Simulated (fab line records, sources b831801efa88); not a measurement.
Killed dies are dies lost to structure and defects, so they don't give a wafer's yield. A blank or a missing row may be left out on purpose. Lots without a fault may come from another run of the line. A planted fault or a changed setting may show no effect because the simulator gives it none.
fab line records | flow sky130
record lots=5 wafers=15 last_day=50
route steps=708 shown LDD_HVN@270 LDD_HVP@278 PAD_OPEN@708
lots that met no fault: from a run of the same line without faults
start_h: hours from the record's first day to the start of the lot's first wafer shown | wait_h: hours since the lot's step before | " the same as in the row above | L1.1+2: a row that stands for several wafers | - no value, or no start given | * or withheld: withheld | < > ~ a bound
route shown NAME@n: a module of which the file shows steps, and the number in the route of the first | usual: mean/standard deviation of fault-free wafers | same: alike in all rows | chamber/n: place in a boat | sites: the reading at each site | _std_site: their standard deviation | _edge_site: outer sites' mean less inner sites' | radius_mm: how far each site lies from the wafer's centre | mask NAME#n: copy n | behind: the tool/chamber that last shaped the wafer | hold: why the lot was held/for how many hours/how that ended | device: the transistor (n, p or np) that didn't switch | end of line: the same wafers' tests at the end of the route | a step without rows: its recipe alone | killed: dies lost to structure and defects at the first sort, not the wafer's yield | map: a wafer's dies, x killed, . not, _ none there
set.NAME: the setting as run; set.NAME@STEP: as run at that earlier step | model.NAME: the simulator's own value behind a step, which no gauge read
lots at some steps of the route; a table a step, a row a wafer
services: from which hour (start_h, from the record's first day; less than 0 if before it) a tool's chamber was out of use, for how many hours, and why
## steps
# step SKY_LDD_HVN_SOFTBAKE_03
# recipe temp_c=90 time_s=60 resist=NOVOLAK
# step SKY_LDD_HVN_EXPOSE_04
# recipe mask_id=HVNTM na=0.6 source_shape=conventional sigma_outer=0.6 polarization=unpolarized target_cd_nm=700 dose_mj=127
# step SKY_LDD_HVN_PEB_05
# recipe temp_c=withheld time_s=* resist=NOVOLAK
# step SKY_LDD_HVN_DEVELOP_06
# recipe resist=NOVOLAK developer=TMAH develop_time_s=60 dev_temp_c=23
# step SKY_LDD_HVN_OVL_MEAS_07
# usual LDD_HVN_OVL=0.3/1.6
# columns lot.wafer tool chamber start_h wait_h LDD_HVN_OVL[nm]
L193.4 overlay-01 - 501.29 0.1 -0.8
L193.5 " - " " -1.3
L193.6 " - " " -1.8
L195.1 overlay-02 - 519.63 0.1 2.3
L195.2 " - " " 0.3
L195.5 " - " " -0.5
L196.2 overlay-02 - 530.38 0.1 0.4
L196.4 " - " " -0.6
L196.5 " - " " 0.0
L197.2 overlay-02 - 542.78 0.1 3.7
L197.3 " - " " 2.4
L197.6 " - " " 4.4
L207.1 overlay-02 - 653.25 0.1 0.9
L207.4 " - " " 1.7
L207.6 " - " " 2.4
# step SKY_LDD_HVN_IMPLANT_08
# recipe species=P energy_kev=60 dose_cm2=3e+13 tilt_deg=40
# step SKY_LDD_HVN_STRIP_09
# recipe chemistry=O2/N2 power_w=1400 pressure_mtorr=1500 platen_temp_c=withheld o2_flow_sccm=3000 n2_flow_sccm=300 overash_fraction=0.5
# usual drypump_motor_current_A=5.6/0.46 oes_product_au=0.408/0.0046 strip_time_to_endpoint_s=4.141/0.014
# columns lot.wafer tool chamber start_h wait_h drypump_motor_current_A oes_product_au rf_hours_counter_h strip_time_to_endpoint_s
L193.4 plasma_asher-03 0 501.49 0.1 6.1 0.416 - 4.161
L193.5 " 0 " " 6.1 0.409 - 4.159
L193.6 " 1 " " 5.1 0.411 - 4.141
L195.1 plasma_asher-04 0 519.81 0.1 5.7 0.414 83 4.154
L195.2 " 1 " " 6.1 0.400 83 4.121
L195.5 " 0 " " 5.8 0.408 - 4.139
L196.2 plasma_asher-02 0 530.56 0.1 4.9 0.407 8 4.150
L196.4 " 0 " " 4.9 0.414 - 4.138
L196.5 " 0 " " 4.9 0.422 - 4.153
L197.2 plasma_asher-02 1 542.96 0.1 5.6 0.406 10 4.126
L197.3 " 0 " " 4.9 0.408 - 4.124
L197.6 " 1 " " 5.6 0.402 - 4.127
L207.1 plasma_asher-02 0 653.43 0.1 4.9 0.415 17 4.141
L207.4 " 1 " " 5.6 0.413 - 4.132
L207.6 " 0 " " 4.9 0.413 - 4.146
# step SKY_LDD_HVN_TW_MEAS_10
# usual LDD_HVN_TW=1432/13
# columns lot.wafer tool chamber start_h wait_h LDD_HVN_TW
L193.4 film_metro-02 - 501.59 0.1 1446
L193.5 " - " " 1431
L193.6 " - " " 1437
L195.1 film_metro-03 - 519.91 0.1 1449
L195.2 " - " " 1438
L195.5 " - " " 1443
L196.2 film_metro-04 - 530.67 0.1 1416
L196.4 " - " " 1416
L196.5 " - " " 1415
L197.2 film_metro-02 - 543.07 0.1 1430
L197.3 " - " " 1439
L197.6 " - " " 1427
L207.1 film_metro-04 - 653.53 0.1 1417
L207.4 " - " " 1418
L207.6 " - " " 1417
# step SKY_LDD_HVP_DEHYDRATE_00
# recipe temp_c=200 time_s=60
# step SKY_LDD_HVP_HMDS_01
# recipe prime_time_s=60 prime_temp_c=120
# step SKY_LDD_HVP_COAT_02
# recipe resist=NOVOLAK spin_rpm=3000 resist_thk_nm=300
# step SKY_LDD_HVP_SOFTBAKE_03
# recipe temp_c=90 time_s=60 resist=NOVOLAK
# step SKY_LDD_HVP_EXPOSE_04
# recipe mask_id=HVPTM na=0.6 source_shape=conventional sigma_outer=0.6 polarization=unpolarized target_cd_nm=700 dose_mj=86
# usual focus_offset_nm=0.0/0.45 stage_vel_mm_s=500.04/0.21
# columns lot.wafer tool chamber start_h wait_h mask focus_offset_nm stage_vel_mm_s
L193.4 iline_stepper-02 0 518.21 - HVPTM#0 -0.1 499.98
L193.5 " 0 " " HVPTM#0 0.6 500.29
L193.6 " 0 " " HVPTM#0 -0.1 500.05
L195.1 iline_stepper-01 0 534.60 - HVPTM#0 -0.7 499.83
L195.2 " 0 " " HVPTM#0 -1.1 499.97
L195.5 " 0 " " HVPTM#0 -0.6 500.01
L196.2 iline_stepper-01 0 545.03 - HVPTM#0 -0.1 500.14
L196.4 " 0 " " HVPTM#0 -0.2 500.34
L196.5 " 0 " " HVPTM#0 -0.1 500.44
L197.2 iline_stepper-02 0 558.23 - HVPTM#0 -0.3 500.01
L197.3 " 0 " " HVPTM#0 0.2 500.27
L197.6 " 0 " " HVPTM#0 -0.5 500.12
L207.1 iline_stepper-01 0 667.61 - HVPTM_R1#0 -0.5 500.06
L207.4 " 0 " " HVPTM_R1#0 -0.6 499.96
L207.6 " 0 " " HVPTM_R1#0 0.4 500.13
# step SKY_LDD_HVP_PEB_05
# recipe temp_c=withheld time_s=* resist=NOVOLAK
# step SKY_PAD_OPEN_PROBE_99
# usual killed_at_M0_to_M3=44/6.9 killed_at_M4_up=3.3/2 killed_at_contacts=25/5.4 killed_at_front_end=16/4.6 killed_at_other=0.2/0.51 killed_dies=88/8.9 killed_open=48/6.8 killed_short=39/5.8
# same gross_dies=492 killed_at_back_side=0
# columns lot.wafer tool chamber start_h wait_h killed_at_M0_to_M3 killed_at_M4_up killed_at_contacts killed_at_front_end killed_at_other killed_dies killed_open killed_short
L193.4 prober-02 - 1100.28 0.2 34 5 26 17 0 82 46 36
L193.5 prober-02 - 1100.33 0.2 28 1 26 22 1 78 48 30
L193.6 prober-02 - 1100.38 0.2 43 6 31 16 0 96 58 38
L195.1 prober-02 - 1114.69 0.1 45 8 31 9 0 93 45 48
L195.2 prober-02 - 1114.74 0.1 34 1 27 20 0 82 39 42
L195.5 prober-02 - 1114.89 0.2 39 3 23 19 0 84 45 39
L196.2 prober-01 - 1122.22 0.1 44 3 25 15 0 87 44 42
L196.4 prober-01 - 1122.32 0.2 46 4 26 20 0 96 51 45
L196.5 prober-01 - 1122.37 0.2 42 1 20 21 0 84 49 34
L197.2 prober-02 - 1132.47 0.1 42 7 31 14 0 94 56 38
L197.3 prober-02 - 1132.52 0.2 38 2 27 14 0 81 49 32
L197.6 prober-02 - 1132.67 0.2 45 3 27 12 0 87 48 39
L207.1 prober-02 - 1199.78 0.1 35 2 28 15 10 90 45 35
L207.4 prober-02 - 1199.93 0.2 52 2 18 22 0 94 58 35
L207.6 prober-02 - 1200.03 0.2 37 1 28 17 13 96 47 36
# killed by level:class
L193.4 LI_CONTACT:geometric_particle:open=12 CONTACT:geometric_particle:open=12 METAL2:geometric_particle:short=8 VIA1:geometric_particle:short=6 METAL1:geometric_particle:short=5 FIELD_ISO:geometric_particle:open=4 VIA2:geometric_particle:short=4 VIA3:geometric_particle:open=3
L193.5 LI_CONTACT:geometric_particle:open=9 CONTACT:geometric_particle:open=8 FIELD_ISO:geometric_particle:short=7 VIA1:geometric_particle:open=7 POLY_GATE:geometric_particle:open=6 VIA2:geometric_particle:open=6 VIA3:geometric_particle:open=5 POLY_GATE:geometric_particle:short=4
L193.6 VIA1:geometric_particle:open=15 CONTACT:geometric_particle:open=10 LI_CONTACT:geometric_particle:open=8 CONTACT:geometric_particle:short=7 VIA3:geometric_particle:open=6 FIELD_ISO:geometric_particle:open=5 METAL2:geometric_particle:short=5 METAL3:geometric_particle:short=5
L195.1 CONTACT:geometric_particle:open=10 VIA1:geometric_particle:open=10 LI_CONTACT:geometric_particle:open=7 VIA1:geometric_particle:short=7 METAL4:geometric_particle:short=6 LOCAL_INTERCONNECT:geometric_particle:short=5 VIA3:geometric_particle:open=5 CONTACT:geometric_particle:short=5
L195.2 CONTACT:geometric_particle:open=13 FIELD_ISO:geometric_particle:short=8 VIA1:geometric_particle:open=8 CONTACT:geometric_particle:short=6 VIA2:geometric_particle:open=5 METAL3:geometric_particle:short=5 FIELD_ISO:geometric_particle:open=4 POLY_GATE:geometric_particle:short=4
L195.5 CONTACT:geometric_particle:open=9 VIA1:geometric_particle:open=8 FIELD_ISO:geometric_particle:open=7 FIELD_ISO:geometric_particle:short=7 VIA1:geometric_particle:short=7 LI_CONTACT:geometric_particle:open=6 VIA3:geometric_particle:open=6 LOCAL_INTERCONNECT:geometric_particle:short=5
L196.2 LOCAL_INTERCONNECT:geometric_particle:short=9 METAL1:geometric_particle:short=8 VIA1:geometric_particle:open=8 VIA3:geometric_particle:open=7 CONTACT:geometric_particle:open=6 VIA2:geometric_particle:open=6 FIELD_ISO:geometric_particle:open=5 FIELD_ISO:geometric_particle:short=5
L196.4 CONTACT:geometric_particle:open=12 VIA1:geometric_particle:open=9 FIELD_ISO:geometric_particle:open=8 VIA1:geometric_particle:short=8 FIELD_ISO:geometric_particle:short=6 VIA3:geometric_particle:open=5 LI_CONTACT:geometric_particle:open=5 VIA2:geometric_particle:short=5
L196.5 VIA1:geometric_particle:open=10 VIA2:geometric_particle:open=7 VIA3:geometric_particle:open=7 LI_CONTACT:geometric_particle:open=6 CONTACT:geometric_particle:open=6 CONTACT:geometric_particle:short=5 METAL2:geometric_particle:short=5 FIELD_ISO:geometric_particle:open=4
L197.2 CONTACT:geometric_particle:open=11 LI_CONTACT:geometric_particle:open=10 VIA3:geometric_particle:open=10 VIA1:geometric_particle:open=9 METAL4:geometric_particle:short=7 VIA2:geometric_particle:open=6 CONTACT:geometric_particle:short=5 METAL1:geometric_particle:short=4
L197.3 VIA3:geometric_particle:open=12 CONTACT:geometric_particle:open=9 LI_CONTACT:geometric_particle:open=6 VIA1:geometric_particle:open=6 VIA1:geometric_particle:short=5 LOCAL_INTERCONNECT:geometric_particle:short=4 VIA2:geometric_particle:open=4 FIELD_ISO:geometric_particle:open=3
L197.6 CONTACT:geometric_particle:open=8 VIA2:geometric_particle:open=8 VIA3:geometric_particle:open=8 LI_CONTACT:geometric_particle:open=7 VIA1:geometric_particle:open=7 LOCAL_INTERCONNECT:geometric_particle:short=6 POLY_GATE:geometric_particle:open=6 METAL3:geometric_particle:short=6
L207.1 VIA1:geometric_particle:open=10 CAPM:area_etch=10 CONTACT:geometric_particle:open=9 LI_CONTACT:geometric_particle:open=7 CONTACT:geometric_particle:short=7 FIELD_ISO:geometric_particle:open=5 POLY_CUT:geometric_particle:short=5 VIA1:geometric_particle:short=5
L207.4 VIA1:geometric_particle:open=9 CONTACT:geometric_particle:open=9 VIA2:geometric_particle:open=9 FIELD_ISO:geometric_particle:short=8 FIELD_ISO:geometric_particle:open=6 POLY_GATE:geometric_particle:open=6 VIA3:geometric_particle:open=6 METAL2:geometric_particle:short=6
L207.6 CAPM:area_etch=13 CONTACT:geometric_particle:open=10 VIA1:geometric_particle:open=9 LI_CONTACT:geometric_particle:open=7 VIA3:geometric_particle:open=7 LOCAL_INTERCONNECT:geometric_particle:short=6 FIELD_ISO:geometric_particle:open=5 FIELD_ISO:geometric_particle:short=5
## services
# columns tool chamber start_h hours kind
iline_stepper-02 - 477.56 4.2 repair
iline_stepper-02 0 483.12 - calibration
plasma_asher-02 - 484.95 15.1 pm
iline_stepper-01 0 489.81 - calibration
plasma_asher-03 - 510.24 28.1 pm
iline_stepper-02 - 539.43 8.4 repair
plasma_asher-03 - 542.06 0.7 repair
plasma_asher-02 - 550.25 4.6 repair
iline_stepper-01 - 561.48 3.4 repair
iline_stepper-01 - 568.33 1.7 pm
plasma_asher-03 - 586.73 3.1 repair
plasma_asher-02 - 594.30 1.3 repair
plasma_asher-02 - 615.83 28.1 pm
plasma_asher-03 - 629.14 1.8 repair
plasma_asher-03 - 654.65 7.1 repair
iline_stepper-02 - 661.69 14.0 repair
## key
first_sign step=SKY_LDD_HVP_EXPOSE_04 reading=mask direction=changed
effect none on later readings
met_at SKY_LDD_HVP_EXPOSE_04
struck_wafers L207.1,L207.4,L207.6
tester_left_out L207
baseline_loss step=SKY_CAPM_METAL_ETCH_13 wafers=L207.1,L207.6
onset_between 545.03 667.61
fault kind=wrong_mask tool=any chamber=- onset_h=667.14 steps=SKY_LDD_HVP_EXPOSE_04 aux_copy=HVPTM_R1#0 cd_offset_nm=49 scope=struck_lots_only
# tester_left_out: of these lots the tester's yield and bins aren't shown, on N5 and GAA mostly nor the transistor test; their killed dies are dies lost to structure and defects alone, not to doping, threshold or leakage, so they don't give the yield
# baseline_loss: these wafers lose ten dies or more at that step, a loss of the line's own and not of a fault; the sort's usual values leave them out
